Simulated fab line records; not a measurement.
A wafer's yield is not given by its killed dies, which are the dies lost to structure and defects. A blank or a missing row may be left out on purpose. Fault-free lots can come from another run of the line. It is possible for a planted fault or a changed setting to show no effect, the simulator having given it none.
fab line records || flow sky130
record: {"lots": 14, "wafers": 42, "last_day": 50}
route steps=708 shown VIA2@517
lots that met no fault: from a run of the same line without faults
start_h: hours from the record's first day to the start of the lot's first wafer shown || wait_h: hours from the lot's prior step to this one || " unchanged from the row above || L1.1+2: a row that stands for several wafers || - no value, or no start was given || * or withheld: withheld || < > ~ a bound
route shown NAME@n: a module of which the file shows steps, and the number in the route of the first || usual: mean and standard deviation over wafers with no fault || same: alike in all rows || chamber/n: place in a boat || sites: each site's reading || _std_site: the standard deviation of these || _edge_site: outer sites' mean less inner sites' || radius_mm: for every site, how far away it sits from the centre of the wafer || mask NAME#n: copy n || behind: tool/chamber where the wafer was last shaped || hold: reason for holding the lot/hours on hold/outcome of the hold || device: names the non-switching transistor (n, p or np) || end of line: the same wafers' tests at the end of the route || a step given without rows: its recipe and nothing more || killed: dies that structure and defects cost at the first sort, which is not the same as the wafer's yield || map: per-die view of a wafer (x killed, . not killed, _ where there is no die)
set.NAME: the run value of the setting; set.NAME@STEP: its run value at that earlier step || model.NAME: the simulator's own value behind a step, which no gauge read
the route's steps for a sample of lots (tables are steps, rows are wafers)
== steps ==
step: SKY_VIA2_PEB_10
recipe: {"peb_temp_c": "withheld", "peb_time_s": "withheld", "resist": "KrF-thick"}
usual: {"chill_plate_temp_C": "*", "exhaust_pa": "44.9/0.72"}
{"lot.wafer": "L877.1", "tool": "litho_track-02", "chamber": 0, "start_h": 862, "wait_h": "-", "chill_plate_temp_C": "*", "exhaust_pa": 44.1}
{"lot.wafer": "L877.2", "tool": "litho_track-02", "chamber": 0, "start_h": 862, "wait_h": "-", "chill_plate_temp_C": "*", "exhaust_pa": 43.7}
{"lot.wafer": "L877.3", "tool": "litho_track-02", "chamber": 0, "start_h": 862, "wait_h": "-", "chill_plate_temp_C": "*", "exhaust_pa": 43.8}
{"lot.wafer": "L880.1", "tool": "litho_track-02", "chamber": 0, "start_h": 886, "wait_h": "-", "chill_plate_temp_C": "*", "exhaust_pa": 45.8}
{"lot.wafer": "L880.3", "tool": "litho_track-02", "chamber": 0, "start_h": 886, "wait_h": "-", "chill_plate_temp_C": "*", "exhaust_pa": 44.5}
{"lot.wafer": "L880.4", "tool": "litho_track-02", "chamber": 0, "start_h": 886, "wait_h": "-", "chill_plate_temp_C": "*", "exhaust_pa": 45.5}
{"lot.wafer": "L879.1", "tool": "litho_track-03", "chamber": 0, "start_h": 887, "wait_h": "-", "chill_plate_temp_C": "*", "exhaust_pa": 44.8}
{"lot.wafer": "L879.4", "tool": "litho_track-03", "chamber": 0, "start_h": 887, "wait_h": "-", "chill_plate_temp_C": "*", "exhaust_pa": 45.3}
{"lot.wafer": "L879.6", "tool": "litho_track-03", "chamber": 0, "start_h": 887, "wait_h": "-", "chill_plate_temp_C": "*", "exhaust_pa": 45.0}
{"lot.wafer": "L882.1", "tool": "litho_track-03", "chamber": 0, "start_h": 896, "wait_h": "-", "chill_plate_temp_C": "*", "exhaust_pa": 44.2}
{"lot.wafer": "L882.2", "tool": "litho_track-03", "chamber": 0, "start_h": 896, "wait_h": "-", "chill_plate_temp_C": "*", "exhaust_pa": 45.3}
{"lot.wafer": "L882.6", "tool": "litho_track-03", "chamber": 0, "start_h": 896, "wait_h": "-", "chill_plate_temp_C": "*", "exhaust_pa": 45.4}
{"lot.wafer": "L883.1", "tool": "litho_track-04", "chamber": "-", "start_h": 899, "wait_h": "-", "chill_plate_temp_C": "-", "exhaust_pa": "-"}
{"lot.wafer": "L883.4", "tool": "litho_track-04", "chamber": "-", "start_h": 899, "wait_h": "-", "chill_plate_temp_C": "-", "exhaust_pa": "-"}
{"lot.wafer": "L883.6", "tool": "litho_track-04", "chamber": "-", "start_h": 899, "wait_h": "-", "chill_plate_temp_C": "-", "exhaust_pa": "-"}
{"lot.wafer": "L881.2", "tool": "litho_track-03", "chamber": "-", "start_h": 902, "wait_h": "-", "chill_plate_temp_C": "-", "exhaust_pa": "-"}
{"lot.wafer": "L881.5", "tool": "litho_track-03", "chamber": "-", "start_h": 902, "wait_h": "-", "chill_plate_temp_C": "-", "exhaust_pa": "-"}
{"lot.wafer": "L881.6", "tool": "litho_track-03", "chamber": "-", "start_h": 902, "wait_h": "-", "chill_plate_temp_C": "-", "exhaust_pa": "-"}
{"lot.wafer": "L891.2", "tool": "litho_track-03", "chamber": 0, "start_h": 961, "wait_h": "-", "chill_plate_temp_C": "*", "exhaust_pa": 44.1}
{"lot.wafer": "L891.3", "tool": "litho_track-03", "chamber": 0, "start_h": 962, "wait_h": "-", "chill_plate_temp_C": "*", "exhaust_pa": 45.1}
{"lot.wafer": "L891.6", "tool": "litho_track-03", "chamber": 0, "start_h": 962, "wait_h": "-", "chill_plate_temp_C": "*", "exhaust_pa": 45.0}
{"lot.wafer": "L892.1", "tool": "litho_track-04", "chamber": 0, "start_h": 970, "wait_h": "-", "chill_plate_temp_C": "*", "exhaust_pa": 43.6}
{"lot.wafer": "L892.2", "tool": "litho_track-04", "chamber": 0, "start_h": 970, "wait_h": "-", "chill_plate_temp_C": "*", "exhaust_pa": 44.8}
{"lot.wafer": "L892.4", "tool": "litho_track-04", "chamber": 0, "start_h": 970, "wait_h": "-", "chill_plate_temp_C": "*", "exhaust_pa": 43.2}
{"lot.wafer": "L894.1", "tool": "litho_track-03", "chamber": 0, "start_h": 975, "wait_h": "-", "chill_plate_temp_C": "*", "exhaust_pa": 44.5}
{"lot.wafer": "L894.3", "tool": "litho_track-03", "chamber": 0, "start_h": 975, "wait_h": "-", "chill_plate_temp_C": "*", "exhaust_pa": 45.1}
{"lot.wafer": "L894.5", "tool": "litho_track-03", "chamber": 0, "start_h": 975, "wait_h": "-", "chill_plate_temp_C": "*", "exhaust_pa": 44.9}
{"lot.wafer": "L895.1", "tool": "litho_track-03", "chamber": 0, "start_h": 980, "wait_h": "-", "chill_plate_temp_C": "*", "exhaust_pa": 45.5}
{"lot.wafer": "L895.2", "tool": "litho_track-03", "chamber": 0, "start_h": 980, "wait_h": "-", "chill_plate_temp_C": "*", "exhaust_pa": 44.2}
{"lot.wafer": "L895.4", "tool": "litho_track-03", "chamber": 0, "start_h": 980, "wait_h": "-", "chill_plate_temp_C": "*", "exhaust_pa": 45.9}
{"lot.wafer": "L896.1", "tool": "litho_track-03", "chamber": 0, "start_h": 988, "wait_h": "-", "chill_plate_temp_C": "*", "exhaust_pa": 45.4}
{"lot.wafer": "L896.3", "tool": "litho_track-03", "chamber": 0, "start_h": 988, "wait_h": "-", "chill_plate_temp_C": "*", "exhaust_pa": 44.7}
{"lot.wafer": "L896.6", "tool": "litho_track-03", "chamber": 0, "start_h": 989, "wait_h": "-", "chill_plate_temp_C": "*", "exhaust_pa": 45.2}
{"lot.wafer": "L897.1", "tool": "litho_track-02", "chamber": 0, "start_h": 989, "wait_h": "-", "chill_plate_temp_C": "*", "exhaust_pa": 44.8}
{"lot.wafer": "L897.2", "tool": "litho_track-02", "chamber": 0, "start_h": 989, "wait_h": "-", "chill_plate_temp_C": "*", "exhaust_pa": 46.1}
{"lot.wafer": "L897.5", "tool": "litho_track-02", "chamber": 0, "start_h": 989, "wait_h": "-", "chill_plate_temp_C": "*", "exhaust_pa": 45.5}
{"lot.wafer": "L898.1", "tool": "litho_track-04", "chamber": 0, "start_h": 1002, "wait_h": "-", "chill_plate_temp_C": "*", "exhaust_pa": 45.0}
{"lot.wafer": "L898.5", "tool": "litho_track-04", "chamber": 0, "start_h": 1002, "wait_h": "-", "chill_plate_temp_C": "*", "exhaust_pa": 43.2}
{"lot.wafer": "L898.6", "tool": "litho_track-04", "chamber": 0, "start_h": 1002, "wait_h": "-", "chill_plate_temp_C": "*", "exhaust_pa": 43.6}
{"lot.wafer": "L900.2", "tool": "litho_track-04", "chamber": 0, "start_h": 1003, "wait_h": "-", "chill_plate_temp_C": "*", "exhaust_pa": 46.0}
{"lot.wafer": "L900.3", "tool": "litho_track-04", "chamber": 0, "start_h": 1003, "wait_h": "-", "chill_plate_temp_C": "*", "exhaust_pa": 46.0}
{"lot.wafer": "L900.6", "tool": "litho_track-04", "chamber": 0, "start_h": 1003, "wait_h": "-", "chill_plate_temp_C": "*", "exhaust_pa": 46.2}
== key ==
first_sign: {"step": "SKY_VIA2_PEB_10", "reading": "tool_record", "direction": "missing"}
effect none on later readings
met_at SKY_VIA2_PEB_10
struck_lots L881,L883
later_rows_left_out L881.2,L881.5,L881.6,L883.1,L883.4,L883.6
sort_left_out L881.2,L881.5,L881.6,L883.1,L883.4,L883.6
onset_between 896 899
fault: {"kind": "skipped_step_whole", "tool": "litho_track-03,litho_track-04", "chamber": "-", "onset_h": 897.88, "steps": "SKY_VIA2_PEB_10", "scope": "struck_lots_only"}
sort_left_out: the simulated sort isn't trusted on such a fault, so these wafers' sort isn't shown, and their yield isn't known
later_rows_left_out: the simulator's readings of these wafers behind a module that went badly wrong aren't trusted and aren't shown, but for the sort
